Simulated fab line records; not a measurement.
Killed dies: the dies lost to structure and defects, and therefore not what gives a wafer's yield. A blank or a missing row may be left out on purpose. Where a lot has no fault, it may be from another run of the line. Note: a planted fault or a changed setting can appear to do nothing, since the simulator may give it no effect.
Split-lot experiment ; flow sky130 ; route with 708 steps; 5 lots, 23 wafers read

== THE SPLIT ==
At SKY_LOCAL_INTERCONNECT_COAT_06 (resist thk 450 nm), the setting resist_thk_nm was moved away from the recipe's 450 nm on 10 of the 23 wafers read, by -5.3% to +4.9%. This setting was run at the recipe's value on the other wafers.

The split's own step is where the reading is taken.

== THE READING ==
KrF-thick_of_LOCAL_INTERCONNECT_COAT_06.thk_nm (the simulator's own value, which no gauge read), in nm, at SKY_LOCAL_INTERCONNECT_COAT_06 (resist thk 450 nm). The file gives no usual value for it. The 13 wafers here that ran the recipe average 450.1 nm, standard deviation 1.6 nm.

wafer;tool, chamber at the split;resist_thk_nm as run, nm;against the recipe;KrF-thick_of_LOCAL_INTERCONNECT_COAT_06.thk_nm, nm;against lot-mates on the recipe
L076.1;litho_track-04, 0;464.1;+3.1%;464.5;+15.1
L076.2;litho_track-04, 0;450;recipe;450;-
L076.3;litho_track-04, 0;450;recipe;448.6;-
L076.5;litho_track-04, 0;464.1;+3.1%;463.9;+14.5
L076.6;litho_track-04, 0;450;recipe;449.5;-
L080.1;litho_track-04, 0;450;recipe;450.5;-
L080.3;litho_track-04, 0;433.1;-3.8%;433.7;-17.1
L080.4;litho_track-04, 0;433.1;-3.8%;434.2;-16.6
L080.5;litho_track-04, 0;450;recipe;451.1;-
L080.6;litho_track-04, 0;433.1;-3.8%;434.7;-16.1
L082.1;litho_track-01, 0;450;recipe;450.9;-
L082.2;litho_track-01, 0;450;recipe;450.2;-
L082.3;litho_track-01, 0;426.2;-5.3%;426.8;-23.7
L082.5;litho_track-01, 0;426.2;-5.3%;424.8;-25.7
L082.6;litho_track-01, 0;426.2;-5.3%;426.1;-24.4
L083.4;litho_track-03, 0;450;recipe;451.7;-
L083.5;litho_track-03, 0;450;recipe;451.7;-
L083.6;litho_track-03, 0;450;recipe;453;-
L085.2;litho_track-01, 0;450;recipe;448.2;-
L085.6;litho_track-01, 0;450;recipe;448.2;-
L085.3;litho_track-01, 0;471.9;+4.9%;471.2;+23.2
L085.4;litho_track-01, 0;450;recipe;447.6;-
L085.5;litho_track-01, 0;471.9;+4.9%;470.3;+22.3

THE FIT
A straight line over all 23 wafers: KrF-thick_of_LOCAL_INTERCONNECT_COAT_06.thk_nm changes by +4.41 nm for each +1% of resist_thk_nm; r = +0.99; the points scatter about the line by 1.4 nm.
The same after taking each lot's own level away (the mean of its wafers on the recipe; 23 wafers): +4.63 nm for each +1%; r = +1.00; scatter 0.61 nm.
According to that fit, moving resist_thk_nm by its largest amount changes the reading by 24 nm.
Measured against the standard deviation above, the lots' own levels, which go from 448.00 to 452.13 nm, span 2.7 times it.
So the lot-to-lot level changes the slope little: the two slopes agree.
Check: -24.5 nm against its lot-mates is what the line predicts for one of the wafers moved furthest among these (-5.3%) when that wafer is left out of the fit. It came out at -23.7 nm against them.

== FURTHER SPLITS ON THESE WAFERS ==
Before the reading, these wafers also passed through other splits. Each is held against what the fit with the lots' levels taken away leaves over:
other split on the same wafers;wafers away from the commonest value;r with KrF-thick_of_LOCAL_INTERCONNECT_COAT_06.thk_nm (lot level and that fit taken away)
SKY_LDD_P_COAT_02 resist_thk_nm;6;-0.19
SKY_LDD_P_IMPLANT_09 dose_cm2;7;-0.36
SKY_LDD_LDN_IMPLANT_10 energy_kev;8;-0.22
SKY_SD_P_IMPLANT_09 energy_kev;10;-0.22
SKY_SD_N_IMPLANT_09 energy_kev;8;+0.16
SKY_LI_CONTACT_CMP_02 leave_above_ref_nm;4;-0.37
SKY_LI_CONTACT_ETCH_14 ion_energy_ev;9;-0.29
SKY_LI_CONTACT_SPUTTER_20 chamber_pressure_pa;18;+0.18

== THE FILE'S OWN FIT ==
KrF-thick_of_LOCAL_INTERCONNECT_COAT_06.thk_nm changes by +4.63 nm for each +1% of resist_thk_nm, r = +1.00.
